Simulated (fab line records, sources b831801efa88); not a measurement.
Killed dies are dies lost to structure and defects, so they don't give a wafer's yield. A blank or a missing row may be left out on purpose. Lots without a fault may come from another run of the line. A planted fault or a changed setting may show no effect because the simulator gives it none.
fab line records | flow sky130
record lots=12 wafers=35 last_day=50
route steps=708 shown FIELD_ISO@5 VT_ADJUST_HVTR@141 SONOS_ONO@171 PAD_OPEN@708
lots that met no fault: from a run of the same line without faults
start_h: hours from the record's first day to the start of the lot's first wafer shown | wait_h: hours since the lot's step before | " the same as in the row above | L1.1+2: a row that stands for several wafers | - no value, or no start given | * or withheld: withheld | < > ~ a bound
route shown NAME@n: a module of which the file shows steps, and the number in the route of the first | usual: mean/standard deviation of fault-free wafers | same: alike in all rows | chamber/n: place in a boat | sites: the reading at each site | _std_site: their standard deviation | _edge_site: outer sites' mean less inner sites' | radius_mm: how far each site lies from the wafer's centre | mask NAME#n: copy n | behind: the tool/chamber that last shaped the wafer | hold: why the lot was held/for how many hours/how that ended | device: the transistor (n, p or np) that didn't switch | end of line: the same wafers' tests at the end of the route | a step without rows: its recipe alone | killed: dies lost to structure and defects at the first sort, not the wafer's yield | map: a wafer's dies, x killed, . not, _ none there
set.NAME: the setting as run; set.NAME@STEP: as run at that earlier step | model.NAME: the simulator's own value behind a step, which no gauge read
steps of the route over a sample of lots; a table a step, a row a wafer
services: from which hour (start_h, from the record's first day; less than 0 if before it) a tool's chamber was out of use, for how many hours, and why
## steps
# step SKY_FIELD_ISO_THK_MEAS_04
# recipe reads=Si3N4_of_FIELD_ISO_CVD_03
# usual FIELD_ISO_CVD_03_THK=166.3/1.7
# columns lot.wafer tool chamber start_h wait_h FIELD_ISO_CVD_03_THK[nm]
L256.1 film_metro-03 - 19.07 0.0 164.3
L256.2 " - " " 166.0
L256.6 " - " " 164.9
L257.3 film_metro-03 - 26.39 0.0 165.4
L257.5 " - " " 164.3
L257.6 " - " " 166.6
L260.1 film_metro-03 - 40.40 0.0 166.5
L260.2 " - " " 166.9
L260.3 " - " " 166.6
L263.4 film_metro-03 - 53.51 0.0 165.3
L263.6 " - " " 164.7
L270.2 film_metro-01 - 88.49 0.0 169.2
L270.5 " - " " 167.6
L270.6 " - " " 168.0
L272.2 film_metro-01 - 100.24 0.0 165.7
L272.3 " - " " 167.7
L272.5 " - " " 168.0
L273.3 film_metro-01 - 109.41 0.0 167.1
L273.5 " - " " 165.7
L273.6 " - " " 165.2
L274.2 film_metro-02 - 112.24 0.0 165.4
L274.5 " - " " 165.5
L274.6 " - " " 165.6
L275.2 film_metro-01 - 115.38 0.0 165.7
L275.3 " - " " 164.6
L275.4 " - " " 165.1
L276.4 film_metro-01 - 119.69 0.0 165.6
L276.5 " - " " 165.3
L276.6 " - " " 166.6
L277.1 film_metro-02 - 124.38 0.0 169.0
L277.3 " - " " 170.3
L277.5 " - " " 168.6
L278.1 film_metro-02 - 129.37 0.0 167.9
L278.2 " - " " 168.4
L278.5 " - " " 166.8
# step SKY_FIELD_ISO_ETCH_17
# recipe target_depth_a=3420 mask_material=Si3N4 chemistry=HBr/Cl2/O2 target=Si taper_deg=5 icp_w=600 bias_w=150 pressure_mtorr=15 HBr_flow_sccm=150 Cl2_flow_sccm=40 O2_flow_sccm=6 time_s=97.7
# usual drypump_motor_current_A=5.6/0.55 mfc_cl2_sccm=40.00/0.1 oes_product_au=0.995/0.014 run_length_s=125.9/0.43 throttle_valve_pct=25.659/0.011
# columns lot.wafer tool chamber start_h wait_h drypump_motor_current_A mfc_cl2_sccm oes_product_au rf_hours_counter_h run_length_s throttle_valve_pct
L256.1 rie_si-01 1 34.12 0.1 6.2 39.96 0.990 28 125.3 25.657
L256.2 " 0 " " 5.7 39.99 0.980 33 126.1 25.664
L256.6 " 0 " " 5.7 39.91 0.980 - 126.1 25.674
L257.3 rie_si-01 2 42.32 0.0 4.7 40.02 0.975 122 125.2 25.675
L257.5 " 0 " " 5.7 39.96 0.974 - 126.3 25.673
L257.6 " 3 " " 5.6 39.91 0.994 - 125.6 25.667
L260.1 rie_si-01 2 57.27 0.1 4.7 39.90 0.993 122 80.4 25.663
L260.2 " 1 " " 6.2 39.97 0.988 28 125.7 25.651
L260.3 " 3 " " 5.6 40.22 0.999 148 125.3 25.663
L263.4 rie_si-01 0 69.18 0.0 5.7 40.13 0.994 33 126.0 25.662
L263.6 " 2 " " 4.7 39.91 0.987 - 80.2 25.665
L270.2 rie_si-02 0 105.62 0.1 5.1 39.95 1.012 48 126.6 25.649
L270.5 " 0 " " 5.1 40.12 1.011 - 126.2 25.638
L270.6 " 1 " " 6.2 39.82 1.021 - 126.6 25.639
L272.2 rie_si-02 0 118.62 0.1 5.1 40.08 1.011 48 125.9 25.642
L272.3 " 3 " " 6.1 39.93 0.995 25 126.3 25.657
L272.5 " 0 " " 5.1 39.96 1.008 - 126.1 25.653
L273.3 rie_si-01 2 128.72 0.0 4.7 39.93 0.978 123 125.4 25.667
L273.5 " 0 " " 5.7 40.17 0.966 - 126.2 25.666
L273.6 " 1 " " 6.2 39.99 0.984 - 125.8 25.657
L274.2 rie_si-02 1 131.61 0.1 6.3 39.97 1.018 26 126.0 25.643
L274.5 " 3 " " 6.1 39.98 0.990 - 126.3 25.670
L274.6 " 2 " " 5.1 40.11 0.998 - 126.9 25.653
L275.2 rie_si-02 2 134.78 0.1 5.1 40.25 1.004 33 126.3 25.645
L275.3 " 1 " " 6.3 40.06 1.009 26 126.0 25.644
L275.4 " 3 " " 6.1 39.90 1.002 25 126.3 25.650
L276.4 rie_si-01 3 139.07 0.0 5.6 39.89 1.006 0 125.7 25.656
L276.5 " 3 " " 5.6 40.20 0.998 - 125.5 25.639
L276.6 " 0 " " 5.7 40.02 0.988 - 126.0 25.679
L277.1 rie_si-01 2 143.66 0.1 4.7 40.07 0.973 123 125.7 25.664
L277.3 " 1 " " 6.2 39.90 0.995 29 125.6 25.670
L277.5 " 0 " " 5.7 39.82 0.972 - 125.9 25.676
L278.1 rie_si-02 2 149.07 0.1 5.1 40.06 1.015 33 126.1 25.650
L278.2 " 0 " " 5.1 40.12 1.018 48 126.0 25.650
L278.5 " 1 " " 6.3 40.01 1.015 - 126.1 25.629
# step SKY_VT_ADJUST_HVTR_STRIP_10
# recipe chemistry=O2/N2 power_w=1400 pressure_mtorr=1500 platen_temp_c=withheld o2_flow_sccm=3000 n2_flow_sccm=300 overash_fraction=0.5
# usual drypump_motor_current_A=5.6/0.56 oes_product_au=0.715/0.0046 strip_time_to_endpoint_s=14.19/0.04
# columns lot.wafer tool chamber start_h wait_h drypump_motor_current_A oes_product_au rf_hours_counter_h strip_time_to_endpoint_s
L256.1 plasma_asher-02 0 212.31 0.1 6.6 0.718 50 14.22
L256.2 " 1 " " 5.8 0.719 50 14.19
L256.6 " 0 " " 6.6 0.712 - 14.16
L257.3 plasma_asher-01 0 221.89 0.1 5.0 0.713 - 14.17
L257.5 " 1 " " 4.8 0.721 - 14.21
L257.6 " 0 " " 5.0 0.716 - 14.22
L260.1 plasma_asher-01 1 249.36 0.1 4.8 0.719 13 14.14
L260.2 " 0 " " 4.9 0.714 13 14.12
L260.3 " 1 " " 4.8 0.705 - 14.11
L263.4 plasma_asher-02 1 262.88 0.1 5.8 0.714 - 14.22
L263.6 " 1 " " 5.7 0.712 - 14.25
L270.2 plasma_asher-02 0 311.41 0.1 6.6 0.707 58 14.23
L270.5 " 0 " " 6.6 0.709 - 14.18
L270.6 " 1 " " 5.8 0.714 - 14.16
L272.2 plasma_asher-04 0 328.41 0.1 5.6 0.712 52 14.20
L272.3 " 1 " " 6.0 0.712 - 14.16
L272.5 " 1 " " 6.0 0.716 - 14.20
L273.3 plasma_asher-04 0 341.25 0.1 5.7 0.715 - 14.14
L273.5 " 0 " " 5.6 0.721 - 14.14
L273.6 " 1 " " 6.0 0.711 - 14.16
L274.2 plasma_asher-02 0 349.16 0.1 6.5 0.711 62 14.13
L274.5 " 0 " " 6.6 0.712 - 14.10
L274.6 " 1 " " 5.7 0.713 - 14.16
L275.2 plasma_asher-04 1 356.75 0.1 6.0 0.706 55 14.16
L275.3 " 0 " " 5.6 0.716 - 14.19
L275.4 " 1 " " 6.0 0.723 - 14.17
L276.4 plasma_asher-02 1 359.54 0.1 5.8 0.722 - 14.14
L276.5 " 0 " " 6.5 0.712 - 14.22
L276.6 " 1 " " 5.8 0.716 - 14.16
L277.1 plasma_asher-04 1 364.76 0.1 6.0 0.715 55 14.23
L277.3 " 1 " " 6.0 0.716 - 14.15
L277.5 " 1 " " 6.0 0.717 - 14.17
L278.1 plasma_asher-01 1 373.78 0.1 4.8 0.718 26 14.16
L278.2 " 0 " " 5.0 0.721 26 14.14
L278.5 " 1 " " 4.8 0.714 - 14.17
# step SKY_SONOS_ONO_THK_MEAS_03
# recipe reads=Si3N4_of_SONOS_ONO_CVD_02
# usual SONOS_ONO_CVD_02_THK=10.57/0.17
# columns lot.wafer tool chamber start_h wait_h SONOS_ONO_CVD_02_THK[nm]
L256.1 film_metro-02 - 261.91 0.0 10.93
L256.2 " - " " 10.97
L256.6 " - " " 10.91
L257.3 film_metro-02 - 273.10 0.0 10.59
L257.5 " - " " 10.63
L257.6 " - " " 10.65
L260.1 film_metro-02 - 301.97 0.0 10.60
L260.2 " - " " 10.74
L260.3 " - " " 10.50
L263.4 film_metro-03 - 316.78 0.0 10.59
L263.6 " - " " 10.44
L270.2 film_metro-03 - 369.54 0.0 10.46
L270.5 " - " " 10.60
L270.6 " - " " 10.50
L272.2 film_metro-03 - 387.27 0.0 10.42
L272.3 " - " " 10.48
L272.5 " - " " 10.68
L273.3 film_metro-02 - 402.01 0.0 10.78
L273.5 " - " " 10.82
L273.6 " - " " 10.77
L274.2 film_metro-02 - 411.33 0.0 10.49
L274.5 " - " " 10.46
L274.6 " - " " 10.59
L275.2 film_metro-03 - 419.57 0.0 10.67
L275.3 " - " " 10.63
L275.4 " - " " 10.65
L276.4 film_metro-02 - 422.04 0.0 10.70
L276.5 " - " " 10.76
L276.6 " - " " 10.80
L277.1 film_metro-02 - 426.84 0.0 10.62
L277.3 " - " " 10.66
L277.5 " - " " 10.56
L278.1 film_metro-02 - 439.91 0.0 10.31
L278.2 " - " " 10.46
L278.5 " - " " 10.51
# step SKY_PAD_OPEN_PROBE_99
# usual killed_at_M0_to_M3=43/7.7 killed_at_M4_up=3.1/1.7 killed_at_contacts=23/4.8 killed_at_front_end=15/4.5 killed_at_other=0.3/0.58 killed_dies=85/10 killed_open=46/7.5 killed_short=38/6.5
# same gross_dies=492 killed_at_back_side=0
# columns lot.wafer tool chamber start_h wait_h killed_at_M0_to_M3 killed_at_M4_up killed_at_contacts killed_at_front_end killed_at_other killed_dies killed_open killed_short
L260.1 prober-02 - 1113.73 0.1 52 3 30 19 1 105 51 54
L260.2 prober-02 - 1113.78 0.1 43 3 22 16 0 84 44 40
L260.3 prober-02 - 1113.83 0.2 48 0 30 8 0 86 47 39
L263.4 prober-01 - 1129.33 0.2 47 3 21 10 1 82 39 43
L263.6 prober-01 - 1129.43 0.2 37 2 22 9 0 70 35 35
L270.2 prober-01 - 1159.68 0.1 45 4 20 25 1 95 45 50
L270.5 prober-01 - 1159.83 0.2 40 4 27 15 0 86 51 35
L270.6 prober-01 - 1159.88 0.2 39 3 17 19 0 78 47 31
# killed by level:class
L260.1 VIA3:geometric_particle:open=10 VIA1:geometric_particle:open=8 CONTACT:geometric_particle:open=8 CONTACT:geometric_particle:short=6 METAL2:geometric_particle:short=6 VIA1:geometric_particle:short=6 VIA2:geometric_particle:open=6 POLY_GATE:geometric_particle:short=5
L260.2 VIA1:geometric_particle:open=11 CONTACT:geometric_particle:open=10 VIA1:geometric_particle:short=8 METAL1:geometric_particle:short=7 FIELD_ISO:geometric_particle:open=5 LOCAL_INTERCONNECT:geometric_particle:short=5 VIA2:geometric_particle:open=4 POLY_GATE:geometric_particle:short=3
L260.3 VIA1:geometric_particle:open=13 LI_CONTACT:geometric_particle:open=9 VIA1:geometric_particle:short=9 CONTACT:geometric_particle:open=8 LOCAL_INTERCONNECT:geometric_particle:short=6 CONTACT:geometric_particle:short=6 VIA2:geometric_particle:open=6 POLY_GATE:geometric_particle:short=4
L263.4 VIA1:geometric_particle:open=11 VIA1:geometric_particle:short=9 LI_CONTACT:geometric_particle:open=7 VIA3:geometric_particle:open=7 CONTACT:geometric_particle:open=5 METAL2:geometric_particle:short=5 VIA3:geometric_particle:short=5 FIELD_ISO:geometric_particle:short=4
L263.6 VIA1:geometric_particle:open=7 LI_CONTACT:geometric_particle:open=6 CONTACT:geometric_particle:open=6 VIA1:geometric_particle:short=6 METAL1:geometric_particle:short=5 LOCAL_INTERCONNECT:geometric_particle:short=4 CONTACT:geometric_particle:short=4 VIA2:geometric_particle:open=4
L270.2 VIA1:geometric_particle:open=10 FIELD_ISO:geometric_particle:short=9 POLY_GATE:geometric_particle:short=8 CONTACT:geometric_particle:open=7 VIA2:geometric_particle:open=6 VIA3:geometric_particle:open=6 CONTACT:geometric_particle:short=5 VIA1:geometric_particle:short=5
L270.5 CONTACT:geometric_particle:open=11 VIA1:geometric_particle:open=11 POLY_GATE:geometric_particle:open=8 VIA3:geometric_particle:open=8 LOCAL_INTERCONNECT:geometric_particle:short=6 METAL1:geometric_particle:short=6 VIA2:geometric_particle:short=5 LI_CONTACT:geometric_particle:open=4
L270.6 VIA3:geometric_particle:open=12 VIA1:geometric_particle:open=10 LI_CONTACT:geometric_particle:open=8 FIELD_ISO:geometric_particle:short=6 POLY_GATE:geometric_particle:open=4 FIELD_ISO:geometric_particle:open=3 POLY_GATE:geometric_particle:short=3 LI_CONTACT:geometric_particle:short=3
## services
# columns tool chamber start_h hours kind
rie_si-01 3 90.24 - clean
rie_si-01 3 90.24 19.4 scheduled_down
rie_si-01 3 90.24 19.4 vent_cycle
rie_si-01 0 103.68 1.6 repair
plasma_asher-01 - 108.75 9.0 pm
plasma_asher-01 0 108.75 9.0 vent_cycle
plasma_asher-01 1 108.75 9.0 vent_cycle
rie_si-01 3 182.50 5.1 repair
plasma_asher-04 - 187.54 1.2 repair
plasma_asher-04 - 192.15 0.5 repair
rie_si-01 2 198.85 - clean
rie_si-01 2 198.85 12.1 scheduled_down
rie_si-01 2 198.85 12.1 vent_cycle
rie_si-02 2 201.13 5.5 repair
plasma_asher-02 - 227.51 12.0 repair
plasma_asher-01 - 243.62 0.6 repair
plasma_asher-04 - 249.11 2.8 pm
rie_si-02 1 260.62 5.7 repair
rie_si-02 1 285.83 1.0 repair
rie_si-01 - 310.54 0.1 repair
rie_si-01 - 316.35 0.1 repair
plasma_asher-04 - 325.94 1.6 repair
rie_si-02 0 334.86 1.8 repair
plasma_asher-01 - 355.95 0.8 repair
## key
first_sign step=SKY_FIELD_ISO_ETCH_17 reading=run_length_s direction=down sigmas=99+ usual=* struck=*
effect none on later readings
met_at SKY_FIELD_ISO_ETCH_17
struck_lots L260,L263
struck_wafers L260.1,L263.6
tester_left_out L260,L263
not_acting_at SKY_FIELD_ISO_THK_MEAS_04,SKY_VT_ADJUST_HVTR_STRIP_10,SKY_SONOS_ONO_THK_MEAS_03
onset_between 42.32 57.27
fault kind=process_parameter_drift tool=rie_si-01 chamber=- onset_h=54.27 steps=SKY_FIELD_ISO_ETCH_17 channel=time_s offset=* shape=step end_h=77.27 scope=struck_wafers_only acts_in=* stated=*
# tester_left_out: of these lots the tester's yield and bins aren't shown, on N5 and GAA mostly nor the transistor test; their killed dies are dies lost to structure and defects alone, not to doping, threshold or leakage, so they don't give the yield
